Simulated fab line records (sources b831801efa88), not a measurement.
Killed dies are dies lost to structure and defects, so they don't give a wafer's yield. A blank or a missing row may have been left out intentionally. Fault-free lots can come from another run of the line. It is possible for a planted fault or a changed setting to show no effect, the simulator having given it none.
Which tool did it? + flow sky130 + 24 lots, 72 wafers sampled, at 6 steps of a route of 708

## WHAT THE GAUGES SHOWED, per wafer
SKY_METAL5_THK_MEAS_06: measures by xrf. Usual: for METAL5_ALCU_THK the level is 1141 nm and the standard deviation is 17.
| lot  | measured     | on            | METAL5_ALCU_THK (nm) | flag |
|------|--------------|---------------|----------------------|------|
| L074 | day 43 14:01 | film-metro-01 | 1142 1112 1141       |      |
| L076 | day 43 17:54 | film-metro-03 | 1142 1118 1115       |      |
| L075 | day 43 20:09 | film-metro-03 | 1134 1143 1162       |      |
| L077 | day 43 22:32 | film-metro-02 | 1145 1149 1149       |      |
| L078 | day 44 03:36 | film-metro-01 | 1135 1141 1149       |      |
| L079 | day 44 08:10 | film-metro-02 | 1147 1136 1166       |      |
| L081 | day 44 20:17 | film-metro-01 | 1122 1147 1130       |      |
| L080 | day 45 00:28 | film-metro-03 | 1150 1147 1131       |      |
| L082 | day 45 02:26 | film-metro-02 | 1165 1167 1152       |      |
| L083 | day 45 11:00 | film-metro-03 | 1105 1121 1116       |      |
| L084 | day 45 18:53 | film-metro-02 | 1144 1125 1134       |      |
| L085 | day 46 02:23 | film-metro-02 | 1139 1144 1137       |      |
| L086 | day 46 03:49 | film-metro-03 | 1129 1124 1123       |      |
| L087 | day 46 08:00 | film-metro-02 | 1156 1127 1165       |      |
| L088 | day 46 13:05 | film-metro-02 | 1180 1151 1175       |      |
| L089 | day 46 18:43 | film-metro-03 | 1136 1123 1146       |      |
| L090 | day 47 04:24 | film-metro-01 | 1143 1148 1133       |      |
| L091 | day 47 05:01 | film-metro-02 | 1156 1168 1151       |      |
| L092 | day 47 16:08 | film-metro-02 | 1115 1109 1120       |      |
| L093 | day 47 18:59 | film-metro-02 | 1107 1111 1121       |      |
| L094 | day 48 03:16 | film-metro-02 | 1151 1133 1127       |      |
| L095 | day 48 06:50 | film-metro-02 | 1143 1146 1130       |      |
| L096 | day 48 09:15 | film-metro-03 | 1138 1145 1165       |      |
| L097 | day 48 13:49 | film-metro-02 | 1176 1154 1163       |      |

## EACH LOT AND THE TOOL THAT RAN IT (in order: tool; ch and the chambers of the sampled wafers; start)
| lot  | SKY_CONTACT_CMP_27            | SKY_VIA1_CMP_02               | SKY_METAL3_DESCUM_15              | SKY_VIA3_ETCH_14                   | SKY_VIA3_CVD_21               |
|------|-------------------------------|-------------------------------|-----------------------------------|------------------------------------|-------------------------------|
| L074 | cmp-01 ch 0,1,2, day 32 09:01 | cmp-01 ch 1,2,3, day 33 13:32 | rie-metal-04 ch 0,1, day 39 04:43 | rie-diel-01 ch 0,1,3, day 40 07:56 | cvd-w-01 ch 0,1, day 40 08:46 |
| L076 | cmp-01 ch 0,2,3, day 32 15:53 | cmp-01 ch 0,2,3, day 33 20:07 | rie-metal-03 ch 0,1, day 39 10:56 | rie-diel-04 ch 0,1,2, day 40 12:54 | cvd-w-01 ch 0,1, day 40 13:40 |
| L075 | cmp-01 ch 0,1, day 32 17:56   | cmp-01 ch 1,3, day 33 21:37   | rie-metal-02 ch 0,1, day 39 13:06 | rie-diel-04 ch 0,2,3, day 40 15:13 | cvd-w-01 ch 0,1, day 40 15:58 |
| L077 | cmp-02 ch 2,3, day 32 22:43   | cmp-02 ch 2,3, day 34 02:46   | rie-metal-02 ch 0,1, day 39 16:25 | rie-diel-01 ch 0,3, day 40 18:14   | cvd-w-01 ch 0,1, day 40 19:02 |
| L078 | cmp-02 ch 2,3, day 33 02:31   | cmp-01 ch 1,2, day 34 06:55   | rie-metal-03 ch 0, day 39 21:15   | rie-diel-04 ch 0,1, day 40 23:40   | cvd-w-01 ch 0,1, day 41 00:31 |
| L079 | cmp-01 ch 0,3, day 33 08:16   | cmp-01 ch 0,1,2, day 34 12:15 | rie-metal-04 ch 0,1, day 40 02:32 | rie-diel-04 ch 1,2, day 41 04:53   | cvd-w-02 ch 0,1, day 41 05:41 |
| L081 | cmp-02 ch 0,1,2, day 33 22:53 | cmp-02 ch 1,2,3, day 35 03:29 | rie-metal-03 ch 0,1, day 40 15:36 | rie-diel-01 ch 1,2,3, day 41 16:50 | cvd-w-01 ch 1, day 41 17:41   |
| L080 | cmp-02 ch 0,1,2, day 34 03:25 | cmp-02 ch 0,1,2, day 35 08:44 | rie-metal-03 ch 0,1, day 40 21:05 | rie-diel-01 ch 0,1,3, day 41 23:04 | cvd-w-01 ch 0,1, day 41 23:52 |
| L082 | cmp-02 ch 2,3, day 34 04:03   | cmp-01 ch 0,2,3, day 35 08:49 | rie-metal-04 ch 0,1, day 40 21:38 | rie-diel-04 ch 0,1, day 41 23:47   | cvd-w-02 ch 0,1, day 42 00:32 |
| L083 | cmp-01 ch 1,2,3, day 34 16:07 | cmp-02 ch 0,1,3, day 35 20:02 | rie-metal-03 ch 0,1, day 41 07:40 | rie-diel-02 ch 0,2, day 42 09:21   | cvd-w-01 ch 0,1, day 42 10:07 |
| L084 | cmp-01 ch 0,2,3, day 35 01:48 | cmp-02 ch 0,1,2, day 36 05:53 | rie-metal-04 ch 0,1, day 41 15:59 | rie-diel-02 ch 0,2,3, day 42 17:28 | cvd-w-02 ch 0,1, day 42 18:14 |
| L085 | cmp-01 ch 0,1,2, day 35 09:56 | cmp-01 ch 0,1,3, day 36 14:33 | rie-metal-03 ch 0,1, day 42 00:46 | rie-diel-04 ch 0,1,2, day 43 02:21 | cvd-w-02 ch 0,1, day 43 03:10 |
| L086 | cmp-02 ch 0,2,3, day 35 11:53 | cmp-01 ch 1,2, day 36 16:03   | rie-metal-02 ch 0, day 42 02:54   | rie-diel-02 ch 0,2, day 43 04:15   | cvd-w-02 ch 0,1, day 43 05:01 |
| L087 | cmp-01 ch 2,3, day 35 18:47   | cmp-02 ch 1,2,3, day 36 22:26 | rie-metal-04 ch 0,1, day 42 07:49 | rie-diel-04 ch 0,1,3, day 43 08:34 | cvd-w-01 ch 0,1, day 43 09:24 |
| L088 | cmp-01 ch 2,3, day 36 00:59   | cmp-02 ch 0,2,3, day 37 04:53 | rie-metal-02 ch 0,1, day 42 12:50 | rie-diel-01 ch 2,3, day 43 14:05   | cvd-w-01 ch 0, day 43 15:17   |
| L089 | cmp-01 ch 1,2,3, day 36 07:20 | cmp-02 ch 1,2,3, day 37 10:23 | rie-metal-03 ch 0,1, day 42 19:51 | rie-diel-01 ch 0,1,3, day 43 20:17 | cvd-w-02 ch 0,1, day 43 21:09 |
| L090 | cmp-01 ch 0,2,3, day 36 18:43 | cmp-02 ch 0,2, day 37 22:12   | rie-metal-03 ch 0,1, day 43 06:34 | rie-diel-01 ch 1,3, day 44 06:40   | cvd-w-02 ch 0,1, day 44 07:28 |
| L091 | cmp-02 ch 1,2,3, day 36 20:28 | cmp-01 ch 0,1,3, day 37 23:10 | rie-metal-04 ch 0,1, day 43 07:18 | rie-diel-02 ch 0,3, day 44 07:11   | cvd-w-01 ch 0,1, day 44 07:59 |
| L092 | cmp-01 ch 0,1, day 37 11:52   | cmp-02 ch 0,1, day 38 14:46   | rie-metal-02 ch 0,1, day 43 19:54 | rie-diel-01 ch 0,1,2, day 44 19:30 | cvd-w-01 ch 0,1, day 44 20:16 |
| L093 | cmp-01 ch 1,3, day 37 12:50   | cmp-02 ch 1,2,3, day 38 15:07 | rie-metal-02 ch 0,1, day 43 21:16 | rie-diel-02 ch 1,2,3, day 44 21:22 | cvd-w-01 ch 1, day 44 22:07   |
| L094 | cmp-01 ch 0,1,2, day 37 23:29 | cmp-01 ch 0,1,2, day 39 02:01 | rie-metal-03 ch 0,1, day 44 07:51 | rie-diel-04 ch 0,2,3, day 45 07:28 | cvd-w-02 ch 0,1, day 45 08:13 |
| L095 | cmp-01 ch 0,1,3, day 38 06:19 | cmp-01 ch 0,1,2, day 39 09:18 | rie-metal-04 ch 0,1, day 44 13:42 | rie-diel-02 ch 1,2,3, day 45 12:39 | cvd-w-02 ch 0,1, day 45 13:25 |
| L096 | cmp-02 ch 0,1,3, day 38 09:43 | cmp-01 ch 0,1,3, day 39 12:39 | rie-metal-04 ch 0,1, day 44 16:02 | rie-diel-04 ch 2,3, day 45 15:54   | cvd-w-02 ch 0,1, day 45 16:42 |
| L097 | cmp-01 ch 0,1,3, day 38 14:52 | cmp-02 ch 0,1,2, day 39 18:20 | rie-metal-03 ch 0, day 44 21:40   | rie-diel-04 ch 1,2,3, day 45 21:23 | cvd-w-02 ch 0,1, day 45 22:10 |
- SKY_CONTACT_CMP_27: polishes, stops on SiO2, t overpolish 15 s, target thk 0 nm.
- SKY_VIA1_CMP_02: polishes SiO2.
- SKY_METAL3_DESCUM_15: chemistry O2, time 8 s.
- SKY_VIA3_ETCH_14: etches BARC in N2/H2, stops on SiO2, time 45.9 s, target depth 60 nm.
- SKY_VIA3_CVD_21: deposits W, target thk 390 nm, time 117.31 s.

## WHAT THE TOOLS THEMSELVES READ (means of the sampled wafers that have a number; where no wafer has one, the mark that the record gives instead)
SKY_CONTACT_CMP_27. Usual: motor-current-A 11.1 A, standard deviation 1.5; overpolish-run-s 15.000 s, standard deviation 0.0084; time-to-endpoint-s 81 s, standard deviation 5.
| lot  | tool   | motor-current-A (A) | overpolish-run-s (s) | time-to-endpoint-s (s) | flag |
|------|--------|---------------------|----------------------|------------------------|------|
| L074 | cmp-01 | 11.8                | 14.998               | 83                     |      |
| L076 | cmp-01 | 10.5                | 15.002               | 80                     |      |
| L075 | cmp-01 | 12.8                | 15.006               | 87                     |      |
| L077 | cmp-02 | 10.9                | 14.998               | 83                     |      |
| L078 | cmp-02 | 11.3                | 14.999               | 82                     |      |
| L079 | cmp-01 | 10.5                | 15.002               | 75                     |      |
| L081 | cmp-02 | 11.2                | 14.993               | 79                     |      |
| L080 | cmp-02 | 11.3                | 14.990               | 78                     |      |
| L082 | cmp-02 | 11.3                | 15.002               | 83                     |      |
| L083 | cmp-01 | 10.4                | 14.993               | 79                     |      |
| L084 | cmp-01 | 10.9                | 14.996               | 77                     |      |
| L085 | cmp-01 | 12.2                | 15.009               | 84                     |      |
| L086 | cmp-02 | 10.9                | 15.000               | 78                     |      |
| L087 | cmp-01 | 9.5                 | 15.000               | 81                     |      |
| L088 | cmp-01 | 9.4                 | 14.992               | 80                     |      |
| L089 | cmp-01 | 10.7                | 15.001               | 82                     |      |
| L090 | cmp-01 | 10.7                | 15.006               | 84                     |      |
| L091 | cmp-02 | 11.7                | 15.003               | 81                     |      |
| L092 | cmp-01 | 13.1                | 14.999               | 84                     |      |
| L093 | cmp-01 | 11.0                | 15.000               | 83                     |      |
| L094 | cmp-01 | 11.8                | 15.006               | 82                     |      |
| L095 | cmp-01 | 11.3                | 14.993               | 80                     |      |
| L096 | cmp-02 | 11.2                | 14.996               | 76                     |      |
| L097 | cmp-01 | 11.3                | 15.002               | 82                     |      |

SKY_VIA1_CMP_02. Usual: 12.2 A for motor-current-A, sd 1.4.
| lot  | tool   | motor-current-A (A) | flag |
|------|--------|---------------------|------|
| L074 | cmp-01 | 11.3                |      |
| L076 | cmp-01 | 11.9                |      |
| L075 | cmp-01 | 12.3                |      |
| L077 | cmp-02 | 12.2                |      |
| L078 | cmp-01 | 11.7                |      |
| L079 | cmp-01 | 13.2                |      |
| L081 | cmp-02 | 12.2                |      |
| L080 | cmp-02 | 12.2                |      |
| L082 | cmp-01 | 12.0                |      |
| L083 | cmp-02 | 12.2                |      |
| L084 | cmp-02 | 12.4                |      |
| L085 | cmp-01 | 12.4                |      |
| L086 | cmp-01 | 11.8                |      |
| L087 | cmp-02 | 12.5                |      |
| L088 | cmp-02 | 11.9                |      |
| L089 | cmp-02 | 12.4                |      |
| L090 | cmp-02 | 12.0                |      |
| L091 | cmp-01 | 12.3                |      |
| L092 | cmp-02 | 12.5                |      |
| L093 | cmp-02 | 12.3                |      |
| L094 | cmp-01 | 13.4                |      |
| L095 | cmp-01 | 13.2                |      |
| L096 | cmp-01 | 12.7                |      |
| L097 | cmp-02 | 11.9                |      |

SKY_METAL3_DESCUM_15. Usual: drypump-motor-current-A 5.6 A, standard deviation 0.6; oes-product-au 0.992 a.u., standard deviation 0.011.
| lot  | tool         | drypump-motor-current-A (A) | oes-product-au (a.u.) | flag |
|------|--------------|-----------------------------|-----------------------|------|
| L074 | rie-metal-04 | 5.0                         | 0.995                 |      |
| L076 | rie-metal-03 | 6.2                         | 0.983                 |      |
| L075 | rie-metal-02 | 5.5                         | 0.995                 |      |
| L077 | rie-metal-02 | 5.5                         | 0.994                 |      |
| L078 | rie-metal-03 | 5.6                         | 0.979                 |      |
| L079 | rie-metal-04 | 5.0                         | 0.998                 |      |
| L081 | rie-metal-03 | 6.3                         | 0.994                 |      |
| L080 | rie-metal-03 | 6.3                         | 0.988                 |      |
| L082 | rie-metal-04 | 4.9                         | 0.996                 |      |
| L083 | rie-metal-03 | 5.9                         | 0.983                 |      |
| L084 | rie-metal-04 | 4.9                         | 0.996                 |      |
| L085 | rie-metal-03 | 6.0                         | 0.985                 |      |
| L086 | rie-metal-02 | 5.2                         | 1.005                 |      |
| L087 | rie-metal-04 | 4.9                         | 1.009                 |      |
| L088 | rie-metal-02 | 5.7                         | 0.998                 |      |
| L089 | rie-metal-03 | 5.9                         | 0.983                 |      |
| L090 | rie-metal-03 | 6.2                         | 0.972                 |      |
| L091 | rie-metal-04 | 5.0                         | 0.995                 |      |
| L092 | rie-metal-02 | 5.7                         | 0.997                 |      |
| L093 | rie-metal-02 | 5.5                         | 1.014                 |      |
| L094 | rie-metal-03 | 5.9                         | 0.981                 |      |
| L095 | rie-metal-04 | 5.0                         | 1.000                 |      |
| L096 | rie-metal-04 | 5.0                         | 0.999                 |      |
| L097 | rie-metal-03 | 5.6                         | 0.981                 |      |

SKY_VIA3_ETCH_14. Usual: bias-w 99.98 W, standard deviation 0.28; drypump-motor-current-A 5.6 A, standard deviation 0.46; oes-product-au 0.854 a.u., standard deviation 0.0047; throttle-valve-pct 13.033 %, standard deviation 0.0085.
| lot  | tool        | bias-w (W) | drypump-motor-current-A (A) | oes-product-au (a.u.) | throttle-valve-pct (%) | flag |
|------|-------------|------------|-----------------------------|-----------------------|------------------------|------|
| L074 | rie-diel-01 | 99.77      | 5.5                         | 0.855                 | 13.021                 |      |
| L076 | rie-diel-04 | 99.99      | 5.8                         | 0.856                 | 13.023                 |      |
| L075 | rie-diel-04 | 99.94      | 5.6                         | 0.855                 | 13.039                 |      |
| L077 | rie-diel-01 | 99.87      | 5.4                         | 0.858                 | 13.037                 |      |
| L078 | rie-diel-04 | 100.11     | 5.7                         | 0.855                 | 13.033                 |      |
| L079 | rie-diel-04 | 99.87      | 6.0                         | 0.855                 | 13.034                 |      |
| L081 | rie-diel-01 | 99.78      | 5.8                         | 0.857                 | 13.026                 |      |
| L080 | rie-diel-01 | 99.90      | 5.5                         | 0.855                 | 13.027                 |      |
| L082 | rie-diel-04 | 100.20     | 5.7                         | 0.854                 | 13.038                 |      |
| L083 | rie-diel-02 | 99.93      | 5.3                         | 0.852                 | 13.027                 |      |
| L084 | rie-diel-02 | 100.01     | 5.6                         | 0.854                 | 13.029                 |      |
| L085 | rie-diel-04 | 100.12     | 5.8                         | 0.853                 | 13.035                 |      |
| L086 | rie-diel-02 | 99.85      | 5.3                         | 0.856                 | 13.034                 |      |
| L087 | rie-diel-04 | 100.09     | 5.4                         | 0.854                 | 13.037                 |      |
| L088 | rie-diel-01 | 100.10     | 6.1                         | 0.852                 | 13.034                 |      |
| L089 | rie-diel-01 | 99.84      | 5.5                         | 0.854                 | 13.028                 |      |
| L090 | rie-diel-01 | 99.72      | 5.9                         | 0.849                 | 13.037                 |      |
| L091 | rie-diel-02 | 100.04     | 5.4                         | 0.854                 | 13.045                 |      |
| L092 | rie-diel-01 | 99.90      | 5.4                         | 0.854                 | 13.038                 |      |
| L093 | rie-diel-02 | 100.06     | 5.8                         | 0.848                 | 13.037                 |      |
| L094 | rie-diel-04 | 99.86      | 5.6                         | 0.857                 | 13.044                 |      |
| L095 | rie-diel-02 | 100.14     | 5.8                         | 0.855                 | 13.033                 |      |
| L096 | rie-diel-04 | 100.00     | 5.3                         | 0.854                 | 13.029                 |      |
| L097 | rie-diel-04 | 100.01     | 5.5                         | 0.856                 | 13.035                 |      |

SKY_VIA3_CVD_21. Usual: 913 W for heater-power-w, sd 72.
| lot  | tool     | heater-power-w (W) | flag |
|------|----------|--------------------|------|
| L074 | cvd-w-01 | 848                |      |
| L076 | cvd-w-01 | 886                |      |
| L075 | cvd-w-01 | 881                |      |
| L077 | cvd-w-01 | 848                |      |
| L078 | cvd-w-01 | 845                |      |
| L079 | cvd-w-02 | 995                |      |
| L081 | cvd-w-01 | 815                |      |
| L080 | cvd-w-01 | 849                |      |
| L082 | cvd-w-02 | 971                |      |
| L083 | cvd-w-01 | 831                |      |
| L084 | cvd-w-02 | 990                |      |
| L085 | cvd-w-02 | 962                |      |
| L086 | cvd-w-02 | 948                |      |
| L087 | cvd-w-01 | 848                |      |
| L088 | cvd-w-01 | 905                |      |
| L089 | cvd-w-02 | 981                |      |
| L090 | cvd-w-02 | 949                |      |
| L091 | cvd-w-01 | 886                |      |
| L092 | cvd-w-01 | 863                |      |
| L093 | cvd-w-01 | 813                |      |
| L094 | cvd-w-02 | 990                |      |
| L095 | cvd-w-02 | 963                |      |
| L096 | cvd-w-02 | 952                |      |
| L097 | cvd-w-02 | 967                |      |

## THE ANSWER, worked out from the rows above alone
Rule: lot off if the mean of its wafers having a number is beyond 3 standard deviations from the usual mean. A lot without any number at a reading at which 4 lots or more have one is off too. Any other lot the step has rows for is counted as sound. First the gauges in route order, then the tools' own readings, where a lot's mean is used as printed above. At the first step where some lot is off, the reading lying furthest off is the one used; lots without a number count as furthest.
Nothing can be told from this: no lot is off at any reading shown.

## WHAT WAS PUT IN BY THE SIMULATOR
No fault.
